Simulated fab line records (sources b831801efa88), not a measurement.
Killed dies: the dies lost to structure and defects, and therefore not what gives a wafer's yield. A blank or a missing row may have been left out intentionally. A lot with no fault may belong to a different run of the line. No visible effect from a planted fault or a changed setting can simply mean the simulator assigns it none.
fab line records ; flow sky130 ; part 1 of 2: steps 1 to 31 of 42
[record] lots = 5; wafers = 15; last_day = 50
route steps=708 shown METAL3@570 VIA3@573 METAL4@598 CAP2M@603
lots that met no fault: from a run of the same line without faults
start_h: the number of hours between the record's first day and the start of the first shown wafer of the lot ; wait_h: time in hours since the lot's previous step ; " repeats the value in the row above ; L1.1+2: a single row standing in for several wafers ; - no value, or no start was given ; * or withheld: withheld ; < > ~ a bound
route shown NAME@n: NAME is a module with steps in the file, n the number in the route of the first one ; usual: mean/standard deviation taken from wafers without a fault ; same: alike in all rows ; chamber/n: place in a boat ; sites: each site's reading ; _std_site: standard deviation of those values ; _edge_site: the outer-site mean with the inner-site mean subtracted ; radius_mm: for every site, how far away it sits from the centre of the wafer ; mask NAME#n: copy n ; behind: the last tool/chamber to shape the wafer ; hold: why the lot went on hold/how many hours it stayed there/how the hold came to an end ; device: the transistor (n, p or np) that didn't switch ; end of line: tests run on the same wafers once the route is complete ; a step with no rows: only its recipe ; killed: at the first sort, the dies lost to defects and structure; wafer yield is something else ; map: per-die view of a wafer (x killed, . not killed, _ where there is no die)
set.NAME: the setting as run; set.NAME@STEP: as run at that earlier step ; model.NAME: the simulator's own value behind a step, which no gauge read
a table for each step, a row for each wafer; lots at some steps of the route
services: the hour from which a tool's chamber was out of use, counted from the record's first day as start_h (under 0 if before that day), plus the number of hours and why
[[steps]]
[step SKY_METAL3_STRIP_20]
[recipe] chemistry = post_etch_residue_remover; time_s = 1200; temp_c = 72.5
lot.wafer;tool;chamber;start_h;wait_h
L075.2+3+6;wet_bench-01;0;925.30;0.1
L083.1+5+6;wet_bench-01;1;984.09;0.1
L085.3+4+6;wet_bench-02;1;992.26;0.0
L084.1+2+5;wet_bench-03;3;993.96;0.1
L093.4+5+6;wet_bench-01;1;1063.79;0.0
[step SKY_METAL3_CLEAN_21]
[recipe] chemistry = IPA; time_s = 180; temp_c = 25
lot.wafer;tool;chamber;start_h;wait_h
L075.2+3+6;wet_bench-03;1;925.65;0.0
L083.1+5+6;wet_bench-02;2;984.77;0.0
L085.3+4+6;wet_bench-02;3;992.60;0.0
L084.1+2+5;wet_bench-02;1;994.33;0.0
L093.4+5+6;wet_bench-01;3;1064.13;0.0
[step SKY_METAL3_CLEAN_22]
[recipe] chemistry = O3/DIW; dry = n2_spin
lot.wafer;tool;chamber;start_h;wait_h
L075.2+3+6;wet_bench-01;0;925.70;0.0
L083.1+5+6;wet_bench-02;1;984.83;0.0
L085.3+4+6;wet_bench-02;3;992.66;0.0
L084.1+2+5;wet_bench-03;2;994.39;0.0
L093.4+5+6;wet_bench-01;3;1064.19;0.0
[step SKY_VIA3_HDPCVD_00]
[recipe] material = SiO2; target_thk_nm = 1635; sigma_open_frac = 0.3; time_s = 272.5; temp_c = 400; sih4_flow_sccm = 60; pressure_mtorr = 6
lot.wafer;tool;chamber;start_h;wait_h
L075.2+3+6;hdpcvd-01;2,0,0;925.80;0.0
L083.1+5+6;hdpcvd-01;0,2,1;984.92;0.0
L085.3+4+6;hdpcvd-02;0,0,1;992.75;0.0
L084.1+2+5;hdpcvd-01;0,2,2;994.49;0.0
L093.4+5+6;hdpcvd-01;2,0,1;1064.36;0.1
[step SKY_VIA3_THK_MEAS_01]
[recipe] reads = SiO2_of_VIA3_HDPCVD_00
[usual] VIA3_HDPCVD_THK = 1636/17
lot.wafer;tool;chamber;start_h;wait_h;VIA3_HDPCVD_THK[nm]
L075.2;film_metro-01;-;925.97;0.1;1622
L075.3;film_metro-01;-;925.97;0.1;1625
L075.6;film_metro-01;-;925.97;0.1;1639
L083.1;film_metro-01;-;985.09;0.1;1622
L083.5;film_metro-01;-;985.09;0.1;1616
L083.6;film_metro-01;-;985.09;0.1;1651
L085.3;film_metro-01;-;992.94;0.1;1656
L085.4;film_metro-01;-;992.94;0.1;1670
L085.6;film_metro-01;-;992.94;0.1;1672
L084.1;film_metro-04;-;994.66;0.1;1617
L084.2;film_metro-04;-;994.66;0.1;1613
L084.5;film_metro-04;-;994.66;0.1;1613
L093.4;film_metro-04;-;1064.48;0.0;1630
L093.5;film_metro-04;-;1064.48;0.0;1637
L093.6;film_metro-04;-;1064.48;0.0;1651
[step SKY_VIA3_CMP_02]
[recipe] material = SiO2; down_force_psi = 4; platen_rpm = 60; pad_velocity_m_s = 0.94248
[usual] motor_current_A = 12.3/1.7
lot.wafer;tool;chamber;start_h;wait_h;motor_current_A
L075.2;cmp-01;2;926.02;0.0;15.4
L075.3;cmp-01;0;926.02;0.0;12.2
L075.6;cmp-01;3;926.02;0.0;9.9
L083.1;cmp-02;2;985.15;0.1;11.6
L083.6;cmp-02;2;985.15;0.1;12.0
L083.5;cmp-02;3;985.15;0.1;11.2
L085.4;cmp-01;2;993.03;0.1;15.8
L085.3;cmp-01;3;993.03;0.1;9.7
L085.6;cmp-01;1;993.03;0.1;13.4
L084.2;cmp-02;0;994.82;0.1;11.1
L084.1;cmp-02;1;994.82;0.1;13.7
L084.5;cmp-02;2;994.82;0.1;11.2
L093.4;cmp-01;2;1064.61;0.1;15.3
L093.5;cmp-01;0;1064.61;0.1;11.7
L093.6;cmp-01;1;1064.61;0.1;13.3
[step SKY_VIA3_BOW_MEAS_03]
[recipe] mode = bow
[usual] VIA3_BOW = 83/8.8
lot.wafer;tool;chamber;start_h;wait_h;VIA3_BOW[um]
L075.2;film_metro-04;-;926.34;0.3;91
L075.3;film_metro-04;-;926.34;0.3;73
L075.6;film_metro-04;-;926.34;0.3;82
L083.1;film_metro-04;-;985.45;0.2;85
L083.5;film_metro-04;-;985.45;0.2;71
L083.6;film_metro-04;-;985.45;0.2;79
L085.3;film_metro-02;-;993.32;0.2;80
L085.4;film_metro-02;-;993.32;0.2;77
L085.6;film_metro-02;-;993.32;0.2;78
L084.1;film_metro-04;-;995.02;0.1;84
L084.2;film_metro-04;-;995.02;0.1;82
L084.5;film_metro-04;-;995.02;0.1;77
L093.4;film_metro-01;-;1064.87;0.2;88
L093.5;film_metro-01;-;1064.87;0.2;78
L093.6;film_metro-01;-;1064.87;0.2;78
[step SKY_VIA3_DEHYDRATE_04]
[recipe] temp_c = 200; time_s = 60
lot.wafer;tool;chamber;start_h;wait_h
L075.2+3+6;litho_track-01;0;938.55;12.2
L083.1+5+6;litho_track-02;0;996.72;11.3
L085.3+4+6;litho_track-02;0;1003.52;10.2
L084.1+2+5;litho_track-02;0;1006.02;11.0
L093.4+5+6;litho_track-04;0;1074.21;9.3
[step SKY_VIA3_HMDS_05]
[recipe] prime_time_s = 60; prime_temp_c = 120
[usual] prime_temp_c = 120.02/0.17
lot.wafer;tool;chamber;start_h;wait_h;prime_temp_c
L075.2;litho_track-01;0;938.70;0.1;119.86
L075.3;litho_track-01;0;938.70;0.1;119.85
L075.6;litho_track-01;0;938.70;0.1;119.86
L083.1;litho_track-02;0;996.87;0.1;120.04
L083.5;litho_track-02;0;996.87;0.1;120.16
L083.6;litho_track-02;0;996.87;0.1;120.03
L085.3;litho_track-02;0;1003.67;0.1;120.05
L085.4;litho_track-02;0;1003.67;0.1;120.02
L085.6;litho_track-02;0;1003.67;0.1;119.93
L084.1;litho_track-02;0;1006.17;0.1;120.03
L084.2;litho_track-02;0;1006.17;0.1;120.18
L084.5;litho_track-02;0;1006.17;0.1;120.08
L093.4;litho_track-04;0;1074.36;0.1;119.80
L093.5;litho_track-04;0;1074.36;0.1;119.93
L093.6;litho_track-04;0;1074.36;0.1;119.76
[step SKY_VIA3_COAT_06]
[recipe] resist = BARC; temp_c = withheld; time_s = withheld; spin_rpm = 3000; resist_thk_nm = 60
lot.wafer;tool;chamber;start_h;wait_h
L075.2+3+6;litho_track-01;0;938.85;0.1
L083.1+5+6;litho_track-02;0;997.02;0.1
L085.3+4+6;litho_track-02;0;1003.82;0.1
L084.1+2+5;litho_track-02;0;1006.32;0.1
L093.4+5+6;litho_track-04;0;1074.51;0.1
[step SKY_VIA3_COAT_07]
[recipe] resist = KrF-thick; spin_rpm = 3000; resist_thk_nm = 450
lot.wafer;tool;chamber;start_h;wait_h
L075.2+3+6;litho_track-01;0;-;-
L083.1+5+6;litho_track-02;0;-;-
L085.3+4+6;litho_track-02;0;-;-
L084.1+2+5;litho_track-02;0;-;-
L093.4+5+6;litho_track-04;0;-;-
[step SKY_VIA3_SOFTBAKE_08]
[recipe] temp_c = 100; time_s = 90; resist = KrF-thick
lot.wafer;tool;chamber;start_h;wait_h
L075.2+3+6;litho_track-01;0;-;-
L083.1+5+6;litho_track-02;0;-;-
L085.3+4+6;litho_track-02;0;-;-
L084.1+2+5;litho_track-02;0;-;-
L093.4+5+6;litho_track-04;0;-;-
[step SKY_VIA3_EXPOSE_09]
[recipe] mask_id = VIM3; na = 0.8; source_shape = annular; sigma_inner = 0.55; sigma_outer = 0.85; target_cd_nm = 200; dose_mj = 38
lot.wafer;tool;chamber;start_h;wait_h;mask
L075.2+3+6;krf_scanner-02;0;-;-;VIM3#0
L083.1+5+6;krf_scanner-02;0;-;-;VIM3#0
L085.3+4+6;krf_scanner-01;0;-;-;VIM3#0
L084.1+2+5;krf_scanner-01;0;-;-;VIM3#0
L093.4+5+6;krf_scanner-01;0;-;-;VIM3#0
[step SKY_VIA3_PEB_10]
[recipe] peb_temp_c = withheld; peb_time_s = withheld; resist = KrF-thick
lot.wafer;tool;chamber;start_h;wait_h
L075.2+3+6;litho_track-02;0;-;-
L083.1+5+6;litho_track-02;0;-;-
L085.3+4+6;litho_track-01;0;-;-
L084.1+2+5;litho_track-04;0;-;-
L093.4+5+6;litho_track-04;0;-;-
[step SKY_VIA3_DEVELOP_11]
[recipe] develop_time_s = 60; resist = KrF-thick; dev_temp_c = 21
lot.wafer;tool;chamber;start_h;wait_h
L075.2+3+6;litho_track-02;0;-;-
L083.1+5+6;litho_track-02;0;-;-
L085.3+4+6;litho_track-01;0;-;-
L084.1+2+5;litho_track-04;0;-;-
L093.4+5+6;litho_track-04;0;-;-
[step SKY_VIA3_CD_MEAS_12]
[recipe] target_cd_nm = 200
[usual] cd_nm = 200.4/1.6
lot.wafer;tool;chamber;start_h;wait_h;cd_nm
L075.2;cd_sem-01;-;951.34;-;202.5
L075.3;cd_sem-01;-;951.34;-;202.1
L075.6;cd_sem-01;-;951.34;-;202.8
L083.1;cd_sem-01;-;1008.77;-;198.8
L083.5;cd_sem-01;-;1008.77;-;200.5
L083.6;cd_sem-01;-;1008.77;-;200.7
L085.3;cd_sem-01;-;1016.67;-;201.7
L085.4;cd_sem-01;-;1016.67;-;200.7
L085.6;cd_sem-01;-;1016.67;-;202.2
L084.1;cd_sem-02;-;1018.74;-;200.7
L084.2;cd_sem-02;-;1018.74;-;200.8
L084.5;cd_sem-02;-;1018.74;-;200.9
L093.4;cd_sem-02;-;1086.65;-;201.4
L093.5;cd_sem-02;-;1086.65;-;201.3
L093.6;cd_sem-02;-;1086.65;-;202.3
[step SKY_VIA3_OVL_MEAS_13]
[usual] VIA3_OVL = 5/5.3
lot.wafer;tool;chamber;start_h;wait_h;VIA3_OVL[nm]
L075.2;overlay-02;-;951.45;0.1;10
L075.3;overlay-02;-;951.45;0.1;3
L075.6;overlay-02;-;951.45;0.1;1
L083.1;overlay-01;-;1008.89;0.1;10
L083.5;overlay-01;-;1008.89;0.1;5
L083.6;overlay-01;-;1008.89;0.1;-2
L085.3;overlay-02;-;1016.76;0.1;0
L085.4;overlay-02;-;1016.76;0.1;6
L085.6;overlay-02;-;1016.76;0.1;13
L084.1;overlay-01;-;1018.86;0.1;-8
L084.2;overlay-01;-;1018.86;0.1;2
L084.5;overlay-01;-;1018.86;0.1;-5
L093.4;overlay-01;-;1086.72;0.1;0
L093.5;overlay-01;-;1086.72;0.1;-6
L093.6;overlay-01;-;1086.72;0.1;8
[step SKY_VIA3_ETCH_14]
[recipe] chemistry = N2/H2; target = BARC; ion_energy_ev = 200; source_w = 500; bias_w = 100; pressure_mtorr = 30; n2_flow_sccm = 100; h2_flow_sccm = 200; stop_on = SiO2; time_s = 45.9; target_depth_a = 600
[usual] drypump_motor_current_A = 5.7/0.49; h2_flow_sccm = 200.0/0.58; oes_product_au = 0.856/0.0047; throttle_valve_pct = 13.225/0.0089
lot.wafer;tool;chamber;start_h;wait_h;drypump_motor_current_A;h2_flow_sccm;oes_product_au;rf_hours_counter_h;throttle_valve_pct
L075.2;rie_diel-03;2;951.48;0.0;5.9;199.4;0.853;28;13.236
L075.3;rie_diel-03;0;951.48;0.0;5.3;199.3;0.857;10;13.227
L075.6;rie_diel-03;3;951.48;0.0;6.2;200.7;0.853;-;13.219
L083.1;rie_diel-04;3;1008.93;0.0;6.6;200.0;0.856;18;13.236
L083.5;rie_diel-04;1;1008.93;0.0;5.2;200.4;0.852;-;13.214
L083.6;rie_diel-04;2;1008.93;0.0;5.6;199.3;0.852;-;13.217
L085.3;rie_diel-04;0;1016.78;0.0;5.3;200.9;0.847;10;13.236
L085.4;rie_diel-04;3;1016.78;0.0;6.6;200.6;0.859;18;13.242
L085.6;rie_diel-04;0;1016.78;0.0;5.3;200.7;0.861;-;13.222
L084.1;rie_diel-03;2;1018.89;0.0;5.9;200.4;0.854;30;13.228
L084.2;rie_diel-03;1;1018.89;0.0;6.0;199.7;0.854;12;13.210
L084.5;rie_diel-03;2;1018.89;0.0;5.9;200.3;0.859;-;13.235
L093.4;rie_diel-04;3;1086.74;0.0;6.6;199.4;0.859;21;13.236
L093.5;rie_diel-04;3;1086.74;0.0;6.6;200.3;0.857;-;13.226
L093.6;rie_diel-04;0;1086.74;0.0;5.4;200.1;0.854;-;13.228
[step SKY_VIA3_ETCH_15]
[recipe] target = SiO2; chemistry = C4F8/O2/Ar; target_depth_nm = 507; stop_on = TiN; mask_material = KrF-thick; source_w = 1500; bias_w = 1200; pressure_mtorr = 40; c4f8_flow_sccm = withheld; O2_flow_sccm = 6; Ar_flow_sccm = 300; time_s = 78
[usual] oes_product_au = 0.946/0.0054
lot.wafer;tool;chamber;start_h;wait_h;oes_product_au;rf_hours_counter_h
L075.2;rie_diel-03;2;951.52;0.0;0.935;28
L075.3;rie_diel-03;0;951.52;0.0;0.948;10
L075.6;rie_diel-03;3;951.52;0.0;0.950;-
L083.1;rie_diel-04;3;1008.97;0.0;0.951;18
L083.5;rie_diel-04;1;1008.97;0.0;0.949;-
L083.6;rie_diel-04;2;1008.97;0.0;0.942;-
L085.3;rie_diel-04;0;1016.83;0.0;0.948;10
L085.4;rie_diel-04;3;1016.83;0.0;0.951;18
L085.6;rie_diel-04;0;1016.83;0.0;0.938;-
L084.1;rie_diel-03;2;1018.93;0.0;0.956;30
L084.2;rie_diel-03;1;1018.93;0.0;0.948;12
L084.5;rie_diel-03;2;1018.93;0.0;0.951;-
L093.4;rie_diel-04;3;1086.78;0.0;0.947;21
L093.5;rie_diel-04;3;1086.78;0.0;0.944;-
L093.6;rie_diel-04;0;1086.78;0.0;0.944;-
[step SKY_VIA3_STRIP_16]
[recipe] chemistry = O2/N2; power_w = 1400; pressure_mtorr = 1500; platen_temp_c = withheld; o2_flow_sccm = 3000; n2_flow_sccm = 300; overash_fraction = 0.5
[usual] drypump_motor_current_A = 5.6/0.56; oes_product_au = 0.402/0.0048; strip_time_to_endpoint_s = 4.13/0.03
lot.wafer;tool;chamber;start_h;wait_h;drypump_motor_current_A;oes_product_au;rf_hours_counter_h;strip_time_to_endpoint_s
L075.2;plasma_asher-03;0;951.58;0.0;6.3;0.401;21;4.14
L075.3;plasma_asher-03;0;951.58;0.0;6.3;0.406;-;4.11
L075.6;plasma_asher-03;0;951.58;0.0;6.3;0.408;-;4.18
L083.1;plasma_asher-01;1;1009.03;0.0;4.8;0.396;120;4.16
L083.5;plasma_asher-01;0;1009.03;0.0;5.7;0.406;-;4.20
L083.6;plasma_asher-01;1;1009.03;0.0;4.8;0.399;-;4.19
L085.3;plasma_asher-01;1;1016.92;0.1;4.8;0.394;-;4.12
L085.4;plasma_asher-01;0;1016.92;0.1;5.7;0.401;-;4.09
L085.6;plasma_asher-01;0;1016.92;0.1;5.7;0.397;-;4.13
L084.1;plasma_asher-04;1;1018.99;0.0;4.9;0.408;57;4.18
L084.2;plasma_asher-04;0;1018.99;0.0;5.1;0.406;57;4.16
L084.5;plasma_asher-04;0;1018.99;0.0;5.1;0.407;-;4.18
L093.4;plasma_asher-03;0;1086.88;0.1;6.3;0.401;-;4.14
L093.5;plasma_asher-03;0;1086.88;0.1;6.3;0.391;-;4.11
L093.6;plasma_asher-03;1;1086.88;0.1;5.8;0.400;-;4.12
[step SKY_VIA3_STRIP_17]
[recipe] chemistry = post_etch_residue_remover; time_s = 1200; temp_c = 72.5
lot.wafer;tool;chamber;start_h;wait_h
L075.2+3+6;wet_bench-04;2;951.68;0.1
L083.1+5+6;wet_bench-04;0;1009.13;0.1
L085.3+4+6;wet_bench-03;1;1016.99;0.0
L084.1+2+5;wet_bench-01;2;1019.09;0.1
L093.4+5+6;wet_bench-01;1;1086.94;0.0
[step SKY_VIA3_CLEAN_18]
[recipe] chemistry = IPA; time_s = 180; temp_c = 25
lot.wafer;tool;chamber;start_h;wait_h
L075.2+3+6;wet_bench-01;1;952.02;0.0
L083.1+5+6;wet_bench-03;2;1009.50;0.0
L085.3+4+6;wet_bench-04;0;1017.36;0.0
L084.1+2+5;wet_bench-04;0;1019.43;0.0
L093.4+5+6;wet_bench-03;2;1087.72;0.0
[step SKY_VIA3_CLEAN_19]
[recipe] chemistry = O3/DIW; dry = n2_spin
lot.wafer;tool;chamber;start_h;wait_h
L075.2+3+6;wet_bench-03;2;952.08;0.0
L083.1+5+6;wet_bench-01;3;1009.57;0.0
L085.3+4+6;wet_bench-01;1;1017.42;0.0
L084.1+2+5;wet_bench-03;1;1019.49;0.0
L093.4+5+6;wet_bench-03;1;1087.83;0.1
[step SKY_VIA3_SPUTTER_20]
[recipe] material = TiN; target_thk_nm = 20; chamber_pressure_pa = 5; power_w = 4000; time_s = 80
[usual] throttle_valve_pct = 30.0/1.1
lot.wafer;tool;chamber;start_h;wait_h;throttle_valve_pct
L075.2;pvd_sputter-04;-;952.18;0.0;31.0
L075.3;pvd_sputter-04;-;952.18;0.0;29.5
L075.6;pvd_sputter-04;-;952.18;0.0;29.4
L083.1;pvd_sputter-02;-;1009.66;0.0;29.0
L083.5;pvd_sputter-02;-;1009.66;0.0;28.4
L083.6;pvd_sputter-02;-;1009.66;0.0;31.0
L085.3;pvd_sputter-04;-;1017.51;0.0;29.5
L085.4;pvd_sputter-04;-;1017.51;0.0;30.7
L085.6;pvd_sputter-04;-;1017.51;0.0;29.3
L084.1;pvd_sputter-02;-;1019.59;0.0;28.6
L084.2;pvd_sputter-02;-;1019.59;0.0;31.0
L084.5;pvd_sputter-02;-;1019.59;0.0;30.9
L093.4;pvd_sputter-03;-;1087.96;0.0;31.7
L093.5;pvd_sputter-03;-;1087.96;0.0;29.2
L093.6;pvd_sputter-03;-;1087.96;0.0;28.7
[step SKY_VIA3_CVD_21]
[recipe] material = W; target_thk_nm = 390; time_s = 117.31; temp_c = 400; pressure_torr = 40
[usual] heater_power_w = 775/36
lot.wafer;tool;chamber;start_h;wait_h;heater_power_w
L075.2;cvd_w-02;0;952.24;0.0;726
L075.3;cvd_w-02;1;952.24;0.0;791
L075.6;cvd_w-02;1;952.24;0.0;805
L083.1;cvd_w-02;1;1009.72;0.0;817
L083.5;cvd_w-02;0;1009.72;0.0;762
L083.6;cvd_w-02;1;1009.72;0.0;810
L085.3;cvd_w-01;1;1017.61;0.1;810
L085.4;cvd_w-01;0;1017.61;0.1;715
L085.6;cvd_w-01;0;1017.61;0.1;723
L084.1;cvd_w-02;1;1019.65;0.0;801
L084.2;cvd_w-02;0;1019.65;0.0;759
L084.5;cvd_w-02;1;1019.65;0.0;774
L093.4;cvd_w-01;1;1088.11;0.1;813
L093.5;cvd_w-01;1;1088.11;0.1;823
L093.6;cvd_w-01;1;1088.11;0.1;788
[step SKY_VIA3_RS_MEAS_22]
[recipe] thk_meas_gauge = four-point-probe; reads = W_of_VIA3_CVD_21+TiN_of_VIA3_SPUTTER_20
[usual] VIA3_W_RS = 0.295/0.0031
lot.wafer;tool;chamber;start_h;wait_h;VIA3_W_RS[ohm/sq]
L075.2;film_metro-02;-;952.38;0.1;0.296
L075.3;film_metro-02;-;952.38;0.1;0.293
L075.6;film_metro-02;-;952.38;0.1;0.293
L083.1;film_metro-04;-;1009.84;0.1;0.290
L083.5;film_metro-04;-;1009.84;0.1;0.296
L083.6;film_metro-04;-;1009.84;0.1;0.293
L085.3;film_metro-02;-;1017.73;0.1;0.296
L085.4;film_metro-02;-;1017.73;0.1;0.292
L085.6;film_metro-02;-;1017.73;0.1;0.293
L084.1;film_metro-04;-;1019.78;0.1;0.290
L084.2;film_metro-04;-;1019.78;0.1;0.296
L084.5;film_metro-04;-;1019.78;0.1;0.289
L093.4;film_metro-04;-;1088.29;0.1;0.297
L093.5;film_metro-04;-;1088.29;0.1;0.295
L093.6;film_metro-04;-;1088.29;0.1;0.296
[step SKY_VIA3_THK_MEAS_23]
[recipe] thk_meas_gauge = xrf; reads = W_of_VIA3_CVD_21
[usual] VIA3_W_THK = 380/5.1
lot.wafer;tool;chamber;start_h;wait_h;VIA3_W_THK[nm]
L075.2;film_metro-02;-;952.49;0.1;380
L075.3;film_metro-02;-;952.49;0.1;387
L075.6;film_metro-02;-;952.49;0.1;385
L083.1;film_metro-04;-;1009.96;0.1;379
L083.5;film_metro-04;-;1009.96;0.1;379
L083.6;film_metro-04;-;1009.96;0.1;380
L085.3;film_metro-02;-;1017.83;0.1;381
L085.4;film_metro-02;-;1017.83;0.1;388
L085.6;film_metro-02;-;1017.83;0.1;387
L084.1;film_metro-04;-;1019.90;0.1;384
L084.2;film_metro-04;-;1019.90;0.1;375
L084.5;film_metro-04;-;1019.90;0.1;384
L093.4;film_metro-04;-;1088.38;0.1;377
L093.5;film_metro-04;-;1088.38;0.1;376
L093.6;film_metro-04;-;1088.38;0.1;374
[step SKY_VIA3_CMP_24]
[recipe] stop_on = SiO2; t_overpolish_s = 20; down_force_psi = 3.5; platen_rpm = 60; target_thk_nm = 0; pad_velocity_m_s = 0.94248
[usual] motor_current_A = 11.4/1.7; overpolish_run_s = 20.000/0.0093; time_to_endpoint_s = 95/4.6
lot.wafer;tool;chamber;start_h;wait_h;motor_current_A;overpolish_run_s;time_to_endpoint_s
L075.2;cmp-01;1;952.54;0.0;12.6;19.994;92
L075.3;cmp-01;0;952.54;0.0;10.9;20.010;89
L075.6;cmp-01;1;952.54;0.0;11.9;20.011;93
L083.1;cmp-02;2;1010.07;0.1;10.1;20.026;100
L083.5;cmp-02;1;1010.07;0.1;12.4;19.992;101
L083.6;cmp-02;2;1010.07;0.1;10.6;19.981;100
L085.3;cmp-01;3;1017.92;0.1;8.9;20.012;88
L085.4;cmp-01;1;1017.92;0.1;11.8;20.002;93
L085.6;cmp-01;3;1017.92;0.1;8.6;20.002;89
L084.1;cmp-01;1;1020.11;0.2;12.2;19.999;97
L084.2;cmp-01;2;1020.11;0.2;14.6;19.998;88
L084.5;cmp-01;1;1020.11;0.2;12.9;19.987;95
L093.4;cmp-02;2;1088.46;0.1;10.1;19.982;97
L093.5;cmp-02;1;1088.46;0.1;13.4;20.010;103
L093.6;cmp-02;2;1088.46;0.1;10.4;19.998;99
[step SKY_METAL4_SPUTTER_00]
[recipe] material = Ti; target_thk_nm = 15; power_w = 3000; time_s = 10; chamber_pressure_pa = 0.4
[usual] throttle_valve_pct = 29.9/0.91
lot.wafer;tool;chamber;start_h;wait_h;throttle_valve_pct
L075.2;pvd_sputter-01;-;952.84;0.2;28.8
L075.3;pvd_sputter-01;-;952.84;0.2;29.7
L075.6;pvd_sputter-01;-;952.84;0.2;28.6
L083.1;pvd_sputter-04;-;1010.32;0.2;29.7
L083.5;pvd_sputter-04;-;1010.32;0.2;29.6
L083.6;pvd_sputter-04;-;1010.32;0.2;29.5
L085.3;pvd_sputter-03;-;1018.17;0.2;31.6
L085.4;pvd_sputter-03;-;1018.17;0.2;28.4
L085.6;pvd_sputter-03;-;1018.17;0.2;31.8
L084.1;pvd_sputter-01;-;1020.41;0.2;28.7
L084.2;pvd_sputter-01;-;1020.41;0.2;29.5
L084.5;pvd_sputter-01;-;1020.41;0.2;28.7
L093.4;pvd_sputter-04;-;1088.72;0.2;30.9
L093.5;pvd_sputter-04;-;1088.72;0.2;30.5
L093.6;pvd_sputter-04;-;1088.72;0.2;30.8
[step SKY_METAL4_SPUTTER_01]
[recipe] material = TiN; target_thk_nm = 20; power_w = 6500; time_s = 16.7; chamber_pressure_pa = 0.4
[usual] throttle_valve_pct = 30.0/0.91
lot.wafer;tool;chamber;start_h;wait_h;throttle_valve_pct
L075.2;pvd_sputter-01;-;952.87;0.0;28.7
L075.3;pvd_sputter-01;-;952.87;0.0;29.5
L075.6;pvd_sputter-01;-;952.87;0.0;28.9
L083.1;pvd_sputter-04;-;1010.35;0.0;29.8
L083.5;pvd_sputter-04;-;1010.35;0.0;29.5
L083.6;pvd_sputter-04;-;1010.35;0.0;29.5
L085.3;pvd_sputter-03;-;1018.19;0.0;31.7
L085.4;pvd_sputter-03;-;1018.19;0.0;28.5
L085.6;pvd_sputter-03;-;1018.19;0.0;31.8
L084.1;pvd_sputter-01;-;1020.43;0.0;28.5
L084.2;pvd_sputter-01;-;1020.43;0.0;29.4
L084.5;pvd_sputter-01;-;1020.43;0.0;28.7
L093.4;pvd_sputter-04;-;1088.75;0.0;30.9
L093.5;pvd_sputter-04;-;1088.75;0.0;30.4
L093.6;pvd_sputter-04;-;1088.75;0.0;31.2
[step SKY_METAL4_SPUTTER_02]
[recipe] material = AlCu; target_thk_nm = 735; power_w = 10600; time_s = 39.1; chamber_pressure_pa = 0.4
[usual] throttle_valve_pct = 29.9/0.93
lot.wafer;tool;chamber;start_h;wait_h;throttle_valve_pct
L075.2;pvd_sputter-01;-;952.89;0.0;28.8
L075.3;pvd_sputter-01;-;952.89;0.0;29.5
L075.6;pvd_sputter-01;-;952.89;0.0;28.5
L083.1;pvd_sputter-04;-;1010.37;0.0;29.6
L083.5;pvd_sputter-04;-;1010.37;0.0;29.6
L083.6;pvd_sputter-04;-;1010.37;0.0;29.6
L085.3;pvd_sputter-03;-;1018.22;0.0;31.7
L085.4;pvd_sputter-03;-;1018.22;0.0;28.5
L085.6;pvd_sputter-03;-;1018.22;0.0;31.6
L084.1;pvd_sputter-01;-;1020.46;0.0;28.7
L084.2;pvd_sputter-01;-;1020.46;0.0;29.6
L084.5;pvd_sputter-01;-;1020.46;0.0;28.8
L093.4;pvd_sputter-04;-;1088.77;0.0;30.7
L093.5;pvd_sputter-04;-;1088.77;0.0;30.6
L093.6;pvd_sputter-04;-;1088.77;0.0;31.0
